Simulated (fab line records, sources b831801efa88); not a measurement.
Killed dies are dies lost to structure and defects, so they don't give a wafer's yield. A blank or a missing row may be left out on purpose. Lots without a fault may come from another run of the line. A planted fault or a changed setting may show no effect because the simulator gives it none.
One fault seen from 2 desks | flow gf180mcu | each desk has only its own numbers; what lay behind them comes last

THE METROLOGY DESK
What the gauges read, lot by lot, whatever tool the lot ran on: means of the sampled wafers that have a number. A lot is out of limits, marked OUT, if its mean lies more than 4 standard deviations from the usual mean; the brackets give that distance.
Columns: A = M1_ALCU_THK at GF_M1_THK_MEAS_06, usual 453 nm; B = M2_OVL at GF_M2_OVL_MEAS_15, usual -1 nm
lot  | first seen here | A              | B
L652 | day 16 10:24    | 459            | 4
L653 | day 16 21:20    | 449            | 3
L654 | day 16 23:01    | 457            | 5
L655 | day 17 11:08    | 452            | -11
L658 | day 18 15:53    | 453            | -5
L659 | day 19 03:27    | 458            | 0
L660 | day 19 13:22    | 458            | 13
L663 | day 20 13:40    | 454            | -12
L662 | day 20 14:52    | 454            | -9
L666 | day 22 02:01    | 446            | -8
L672 | day 23 18:25    | 476 (+4.3) OUT | 2
L673 | day 24 05:01    | 454            | 5
L674 | day 24 08:51    | 468            | 2
This desk's finding: out of limits on L672; first on L672, day 23 18:25 (M1_ALCU_THK at GF_M1_THK_MEAS_06). In limits: L652, L653, L654, L655, L658, L659, L660, L663, L662, L666, L673, L674.

THE TOOL OWNER'S DESK: pvd_sputter-04
The tool's own readings at GF_M1_SPUTTER_04 (material TiN, target thk 50 nm, time 41.7 s): means of the sampled wafers that have a number, for each lot that ran on this tool. A lot is out of limits, marked OUT, if its mean lies more than 4 standard deviations from the usual mean; the brackets give that distance.
Columns: A = throttle_valve_pct at GF_M1_SPUTTER_04, usual 30.3 %
lot  | first seen here | A
L652 | day 16 10:14    | 29.5
L654 | day 16 22:50    | 30.1
L655 | day 17 10:58    | 30.4
L658 | day 18 15:44    | 29.6
L660 | day 19 13:12    | 29.8
L672 | day 23 18:15    | 30.4
L674 | day 24 08:41    | 30.5
This desk's finding: nothing out of limits on any of the 7 lots.

PUT TOGETHER
The metrology desk could have raised an alarm at day 23 18:25, on L672.
The tool owner's desk saw nothing out of limits.
The tool owner's desk has L672 on record, within its limits.
Of the lots named, all ran GF_M1_SPUTTER_04 on pvd_sputter-04.

WHAT THE SIMULATOR HAD PUT IN
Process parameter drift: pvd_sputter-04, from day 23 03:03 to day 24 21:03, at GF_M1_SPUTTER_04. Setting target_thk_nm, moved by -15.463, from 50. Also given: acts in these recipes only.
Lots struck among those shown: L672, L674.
Hours from the fault's start to each desk's first reading out of limits: the metrology desk, 15.
